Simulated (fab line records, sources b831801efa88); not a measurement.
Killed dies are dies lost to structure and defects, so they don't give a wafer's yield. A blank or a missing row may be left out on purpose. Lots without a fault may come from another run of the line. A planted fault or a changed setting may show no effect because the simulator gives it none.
Tool commonality check | flow gf180mcu | 14 lots, 42 wafers sampled

WHY IT WAS OPENED
At GF_VT_IMPLANT_RS_MEAS_48 the reading LVPWELL_RS is flagged on 2 of 14 lots. Wafers without a fault read 1197.3 ohm/sq, standard deviation 2.4.
Rule: a lot is flagged when every wafer of it that has a number lies more than 4 standard deviations from that mean, or none has a number. The other lots count as sound.

lot  | measured     | on            | LVPWELL_RS (ohm/sq), wafer by wafer | flag
L953 | day 7 22:10  | film_metro-02 | 1197.0 1198.7 1199.6                |
L954 | day 8 04:59  | film_metro-02 | 1196.9 1196.4 1198.1                |
L955 | day 8 07:37  | film_metro-01 | 1199.7 1200.3 1199.1                |
L956 | day 8 20:19  | film_metro-01 | 1198.0 1198.6 1195.7                |
L957 | day 8 22:15  | film_metro-02 | 1200.4 1196.3 1196.3                |
L958 | day 9 05:19  | film_metro-02 | 1196.1 1192.0 1191.9                |
L960 | day 9 19:59  | film_metro-01 | 1197.4 1199.5 1197.1                |
L961 | day 10 01:28 | film_metro-02 | 1196.9 1200.6 1200.1                |
L962 | day 10 09:53 | film_metro-02 | 1195.9 1198.7 1199.7                |
L963 | day 10 19:56 | film_metro-02 | 1198.2 1195.9 1198.1                |
L964 | day 11 00:52 | film_metro-03 | 1198.6 1198.1 1198.2                |
L966 | day 11 11:22 | film_metro-01 | 1195.8 1198.2 1192.1                |
L970 | day 12 13:56 | film_metro-03 | 1209.2 1208.3 1210.5                | FLAGGED
L974 | day 13 16:53 | film_metro-03 | 1211.1 1207.6 1209.0                | FLAGGED
The numbers of the flagged lots are 1209.3 ohm/sq on average: +12.0 ohm/sq against the usual, or +5 standard deviations.

WHICH TOOL RAN EACH LOT
The record holds 1 process step before the reading, out of a route of 602 steps. In each cell: the tool, then ch and the chambers that the sampled wafers went through, then the start.
lot  | flag    | GF_LVPWELL_IMPLANT_08
L953 |         | implanter-01 ch 0, day 4 04:36
L954 |         | implanter-03 ch 0, day 4 08:35
L955 |         | implanter-03 ch 0, day 4 13:23
L956 |         | implanter-02 ch 0, day 4 22:51
L957 |         | implanter-03 ch 0, day 5 00:46
L958 |         | implanter-02 ch 0, day 5 06:17
L960 |         | implanter-03 ch 0, day 5 18:59
L961 |         | implanter-02 ch 0, day 5 21:41
L962 |         | implanter-03 ch 0, day 6 05:01
L963 |         | implanter-02 ch 0, day 6 13:42
L964 |         | implanter-01 ch 0, day 6 18:02
L966 |         | implanter-01 ch 0, day 7 03:23
L970 | FLAGGED | implanter-03 ch 0, day 8 02:22
L974 | FLAGGED | implanter-03 ch 0, day 8 23:25
What these steps do:
- GF_LVPWELL_IMPLANT_08
- GF_VT_IMPLANT_RS_MEAS_48: measures by four-point-probe.

FLAGGED OVER TOTAL, TOOL BY TOOL (the gauges that took the reading come last)
step                     | tool          | lots run | flagged | share of the flagged lots | sound lots run after its first flagged lot
GF_LVPWELL_IMPLANT_08    | implanter-01  | 3        | 0       | none                      | -
GF_LVPWELL_IMPLANT_08    | implanter-02  | 4        | 0       | none                      | -
GF_LVPWELL_IMPLANT_08    | implanter-03  | 7        | 2       | all                       | 0
GF_VT_IMPLANT_RS_MEAS_48 | film_metro-01 | 4        | 0       | none                      | -
GF_VT_IMPLANT_RS_MEAS_48 | film_metro-02 | 7        | 0       | none                      | -
GF_VT_IMPLANT_RS_MEAS_48 | film_metro-03 | 3        | 2       | all                       | 0

WHAT THE TABLE ALLOWS
2 rows of the table ran every flagged lot: implanter-03 at GF_LVPWELL_IMPLANT_08, film_metro-03 at GF_VT_IMPLANT_RS_MEAS_48.
- implanter-03 at GF_LVPWELL_IMPLANT_08: 2 of its 7 lots flagged. Its last sound lot is L962 (day 6 05:01), its first flagged lot L970 (day 8 02:22): a fault that began between those two fits.
- film_metro-03 at GF_VT_IMPLANT_RS_MEAS_48: 2 of its 3 lots flagged. Its last sound lot is L964 (day 11 00:52), its first flagged lot L970 (day 12 13:56): a fault that began between those two fits.
Counting lots can't tell these 2 tools apart, because each fits a fault that began at some hour. More lots, or a look at what each step does to the wafer, might.

WHAT THE SIMULATOR HAD PUT IN
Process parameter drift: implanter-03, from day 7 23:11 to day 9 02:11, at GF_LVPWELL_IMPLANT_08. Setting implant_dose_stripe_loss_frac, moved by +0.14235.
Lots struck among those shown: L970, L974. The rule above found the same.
